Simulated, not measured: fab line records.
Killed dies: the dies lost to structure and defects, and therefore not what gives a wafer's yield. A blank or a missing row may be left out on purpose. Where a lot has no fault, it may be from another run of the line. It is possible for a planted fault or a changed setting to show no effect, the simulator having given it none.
Which tool was responsible? || flow sky130 || 13 lots, 39 wafers sampled, at 5 steps of a route of 708

WHAT THE GAUGES SHOWED, per wafer
SKY_FIELD_ISO_THK_MEAS_02.
{"lot": "L897", "measured": "day 1 12:15", "on": "film_metro-02", "FIELD_ISO_OXIDATION_00_THK (nm)": "11.73 11.77 12.01"}
{"lot": "L898", "measured": "day 1 16:40", "on": "film_metro-03", "FIELD_ISO_OXIDATION_00_THK (nm)": "12.00 12.02 11.96"}
{"lot": "L901", "measured": "day 2 07:38", "on": "film_metro-04", "FIELD_ISO_OXIDATION_00_THK (nm)": "12.39 12.47 12.36"}
{"lot": "L904", "measured": "day 2 22:38", "on": "film_metro-03", "FIELD_ISO_OXIDATION_00_THK (nm)": "12.19 12.32 12.21"}
{"lot": "L905", "measured": "day 3 03:57", "on": "film_metro-02", "FIELD_ISO_OXIDATION_00_THK (nm)": "11.92 12.01 12.16"}
{"lot": "L908", "measured": "day 3 21:39", "on": "film_metro-04", "FIELD_ISO_OXIDATION_00_THK (nm)": "12.33 12.07 12.15"}
{"lot": "L909", "measured": "day 3 23:38", "on": "film_metro-02", "FIELD_ISO_OXIDATION_00_THK (nm)": "12.26 12.05 11.95"}
{"lot": "L913", "measured": "day 4 19:38", "on": "film_metro-04", "FIELD_ISO_OXIDATION_00_THK (nm)": "11.93 11.80 11.85"}
{"lot": "L914", "measured": "day 5 00:38", "on": "film_metro-02", "FIELD_ISO_OXIDATION_00_THK (nm)": "11.92 12.00 12.00"}
{"lot": "L915", "measured": "day 5 05:38", "on": "film_metro-03", "FIELD_ISO_OXIDATION_00_THK (nm)": "12.37 12.26 12.26"}
{"lot": "L917", "measured": "day 5 16:33", "on": "film_metro-03", "FIELD_ISO_OXIDATION_00_THK (nm)": "12.06 12.08 11.94"}
{"lot": "L918", "measured": "day 5 21:00", "on": "film_metro-02", "FIELD_ISO_OXIDATION_00_THK (nm)": "12.17 12.08 12.19"}
{"lot": "L919", "measured": "day 6 02:58", "on": "film_metro-04", "FIELD_ISO_OXIDATION_00_THK (nm)": "12.19 12.01 12.12"}

SKY_NWELL_THK_MEAS_02.
{"lot": "L897", "measured": "day 2 11:05", "on": "film_metro-01", "NWELL_OXIDATION_THK (nm)": "10.05 10.20 10.09"}
{"lot": "L898", "measured": "day 2 15:21", "on": "film_metro-03", "NWELL_OXIDATION_THK (nm)": "10.01 10.12 9.88"}
{"lot": "L901", "measured": "day 3 06:46", "on": "film_metro-01", "NWELL_OXIDATION_THK (nm)": "10.00 10.08 9.87"}
{"lot": "L904", "measured": "day 4 00:33", "on": "film_metro-01", "NWELL_OXIDATION_THK (nm)": "9.95 10.09 10.09"}
{"lot": "L905", "measured": "day 4 08:55", "on": "film_metro-04", "NWELL_OXIDATION_THK (nm)": "10.03 9.91 9.99"}
{"lot": "L908", "measured": "day 4 22:04", "on": "film_metro-03", "NWELL_OXIDATION_THK (nm)": "10.11 10.22 10.31"}
{"lot": "L909", "measured": "day 5 02:02", "on": "film_metro-03", "NWELL_OXIDATION_THK (nm)": "10.37 10.39 10.35"}
{"lot": "L913", "measured": "day 5 22:23", "on": "film_metro-04", "NWELL_OXIDATION_THK (nm)": "9.96 9.93 9.87"}
{"lot": "L914", "measured": "day 6 04:22", "on": "film_metro-01", "NWELL_OXIDATION_THK (nm)": "9.81 9.72 9.86"}
{"lot": "L915", "measured": "day 6 08:13", "on": "film_metro-01", "NWELL_OXIDATION_THK (nm)": "10.09 10.00 10.09"}
{"lot": "L917", "measured": "day 7 21:36", "on": "film_metro-04", "NWELL_OXIDATION_THK (nm)": "9.98 10.01 10.15"}
{"lot": "L918", "measured": "day 7 21:43", "on": "film_metro-01", "NWELL_OXIDATION_THK (nm)": "9.98 9.72 9.96"}
{"lot": "L919", "measured": "day 7 21:43", "on": "film_metro-04", "NWELL_OXIDATION_THK (nm)": "10.23 9.90 10.08"}

SKY_NWELL_OVL_MEAS_10.
{"lot": "L897", "measured": "day 4 11:14", "on": "overlay-02", "NWELL_00_OVL (nm)": "-2.1 0.7 -1.3"}
{"lot": "L898", "measured": "day 4 15:11", "on": "overlay-02", "NWELL_00_OVL (nm)": "0.8 0.5 -0.4"}
{"lot": "L901", "measured": "day 5 09:07", "on": "overlay-02", "NWELL_00_OVL (nm)": "-1.0 -0.3 -1.6"}
{"lot": "L904", "measured": "day 6 04:13", "on": "overlay-01", "NWELL_00_OVL (nm)": "1.1 1.4 0.5"}
{"lot": "L905", "measured": "day 6 12:32", "on": "overlay-01", "NWELL_00_OVL (nm)": "143.3 141.6 142.4"}
{"lot": "L908", "measured": "day 7 02:17", "on": "overlay-01", "NWELL_00_OVL (nm)": "143.5 142.6 142.2"}
{"lot": "L909", "measured": "day 7 05:01", "on": "overlay-02", "NWELL_00_OVL (nm)": "140.0 140.7 141.8"}
{"lot": "L913", "measured": "day 8 04:28", "on": "overlay-01", "NWELL_00_OVL (nm)": "1.2 0.0 1.3"}
{"lot": "L914", "measured": "day 8 12:41", "on": "overlay-02", "NWELL_00_OVL (nm)": "-0.3 0.2 -0.3"}
{"lot": "L915", "measured": "day 8 18:15", "on": "overlay-01", "NWELL_00_OVL (nm)": "1.9 0.4 3.3"}
{"lot": "L917", "measured": "day 10 13:11", "on": "overlay-01", "NWELL_00_OVL (nm)": "-0.7 1.2 1.6"}
{"lot": "L918", "measured": "day 10 15:02", "on": "overlay-01", "NWELL_00_OVL (nm)": "3.6 2.9 1.3"}
{"lot": "L919", "measured": "day 10 14:41", "on": "overlay-01", "NWELL_00_OVL (nm)": "2.1 2.0 1.8"}

SKY_NWELL_TW_MEAS_15.
{"lot": "L897", "measured": "day 4 11:49", "on": "film_metro-04", "NWELL_TW": "1835 1830 1834"}
{"lot": "L898", "measured": "day 4 15:47", "on": "film_metro-03", "NWELL_TW": "1792 1795 1794"}
{"lot": "L901", "measured": "day 5 09:42", "on": "film_metro-04", "NWELL_TW": "1824 1830 1847"}
{"lot": "L904", "measured": "day 6 04:49", "on": "film_metro-01", "NWELL_TW": "1775 1769 1763"}
{"lot": "L905", "measured": "day 6 13:08", "on": "film_metro-01", "NWELL_TW": "1784 1776 1795"}
{"lot": "L908", "measured": "day 7 02:52", "on": "film_metro-04", "NWELL_TW": "1840 1834 1841"}
{"lot": "L909", "measured": "day 7 05:37", "on": "film_metro-04", "NWELL_TW": "1830 1837 1831"}
{"lot": "L913", "measured": "day 8 05:03", "on": "film_metro-04", "NWELL_TW": "1841 1834 1832"}
{"lot": "L914", "measured": "day 8 13:17", "on": "film_metro-04", "NWELL_TW": "1842 1839 1827"}
{"lot": "L915", "measured": "day 8 18:50", "on": "film_metro-04", "NWELL_TW": "1832 1836 1831"}
{"lot": "L917", "measured": "day 10 13:47", "on": "film_metro-01", "NWELL_TW": "1765 1769 1772"}
{"lot": "L918", "measured": "day 10 15:37", "on": "film_metro-04", "NWELL_TW": "1818 1828 1819"}
{"lot": "L919", "measured": "day 10 15:16", "on": "film_metro-03", "NWELL_TW": "1824 1805 1816"}

WHICH TOOL RAN EACH LOT (tool, then ch and the chambers of the sampled wafers, then the start)
{"lot": "L897", "SKY_NWELL_EXPOSE_07": "iline_stepper-01 ch 0, day 4 03:23"}
{"lot": "L898", "SKY_NWELL_EXPOSE_07": "iline_stepper-01 ch 0, day 4 06:36"}
{"lot": "L901", "SKY_NWELL_EXPOSE_07": "iline_stepper-01 ch 0, day 5 00:20"}
{"lot": "L904", "SKY_NWELL_EXPOSE_07": "iline_stepper-01 ch 0, day 5 19:50"}
{"lot": "L905", "SKY_NWELL_EXPOSE_07": "iline_stepper-01 ch 0, day 6 04:59"}
{"lot": "L908", "SKY_NWELL_EXPOSE_07": "iline_stepper-01 ch 0, day 6 16:45"}
{"lot": "L909", "SKY_NWELL_EXPOSE_07": "iline_stepper-01 ch 0, day 6 19:23"}
{"lot": "L913", "SKY_NWELL_EXPOSE_07": "iline_stepper-02 ch 0, day 7 19:26"}
{"lot": "L914", "SKY_NWELL_EXPOSE_07": "iline_stepper-02 ch 0, day 8 02:22"}
{"lot": "L915", "SKY_NWELL_EXPOSE_07": "iline_stepper-02 ch 0, day 8 07:44"}
{"lot": "L917", "SKY_NWELL_EXPOSE_07": "iline_stepper-02 ch 0, day 10 02:05"}
{"lot": "L918", "SKY_NWELL_EXPOSE_07": "iline_stepper-02 ch 0, day 10 04:01"}
{"lot": "L919", "SKY_NWELL_EXPOSE_07": "iline_stepper-02 ch 0, day 10 03:25"}
- SKY_NWELL_EXPOSE_07: exposes mask NWM, target cd 840 nm.

AS READ BY THE TOOLS THEMSELVES (means over the sampled wafers that have a number; for cases with no such wafer, the mark the record gives instead)
SKY_NWELL_EXPOSE_07.
{"lot": "L897", "tool": "iline_stepper-01", "stage_vel_mm_s (mm/s)": 500.04}
{"lot": "L898", "tool": "iline_stepper-01", "stage_vel_mm_s (mm/s)": 499.92}
{"lot": "L901", "tool": "iline_stepper-01", "stage_vel_mm_s (mm/s)": 500.03}
{"lot": "L904", "tool": "iline_stepper-01", "stage_vel_mm_s (mm/s)": 500.21}
{"lot": "L905", "tool": "iline_stepper-01", "stage_vel_mm_s (mm/s)": 500.03}
{"lot": "L908", "tool": "iline_stepper-01", "stage_vel_mm_s (mm/s)": 499.99}
{"lot": "L909", "tool": "iline_stepper-01", "stage_vel_mm_s (mm/s)": 500.09}
{"lot": "L913", "tool": "iline_stepper-02", "stage_vel_mm_s (mm/s)": 500.03}
{"lot": "L914", "tool": "iline_stepper-02", "stage_vel_mm_s (mm/s)": 500.04}
{"lot": "L915", "tool": "iline_stepper-02", "stage_vel_mm_s (mm/s)": 499.95}
{"lot": "L917", "tool": "iline_stepper-02", "stage_vel_mm_s (mm/s)": 500.38}
{"lot": "L918", "tool": "iline_stepper-02", "stage_vel_mm_s (mm/s)": 500.16}
{"lot": "L919", "tool": "iline_stepper-02", "stage_vel_mm_s (mm/s)": 499.78}

THE ANSWER, worked out from the rows above alone
Rule: usual is defined by the lots themselves. Put in order of their means at a reading, lots are off if they are a third of the lots or fewer, leave a main group of 4 or more, and stand apart from it by a gap of 3 or more times the standard deviation of the main group's means; of several such gaps the widest counts. A main group whose means are all the same, to the digits that the tables above print for the reading, isn't used. Also off: a lot with no number at a reading for which 4 or more lots have one. Any other lot the step has rows for is counted as sound. First the gauges in route order, then the tools' own readings, where a lot's mean is used as printed above. At the first step where some lot is off, the reading lying furthest off is the one used; lots without a number count as furthest.
Off: L905, L908, L909, seen at SKY_NWELL_OVL_MEAS_10 (NWELL_00_OVL). The main group has a mean of 0.7 nm with a standard deviation of 1.1.
If a tool, at a process step before that reading, ran all the lots that are off and no sound lot after the first of them, it fits. Gauges at SKY_NWELL_OVL_MEAS_10: tried the same way as those tools. One candidate fits, namely iline_stepper-01 at SKY_NWELL_EXPOSE_07. A fault onset in the window from L904 (day 5 19:50, its last sound lot) to L905 (day 6 04:59, its first lot off) fits.

WHAT THE SIMULATOR HAD PUT IN
Scanner matching overlay: iline_stepper-01, from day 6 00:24 on, at SKY_NWELL_EXPOSE_07. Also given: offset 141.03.
Struck lots among those shown: L905, L908, L909. The rule given above showed the same thing.
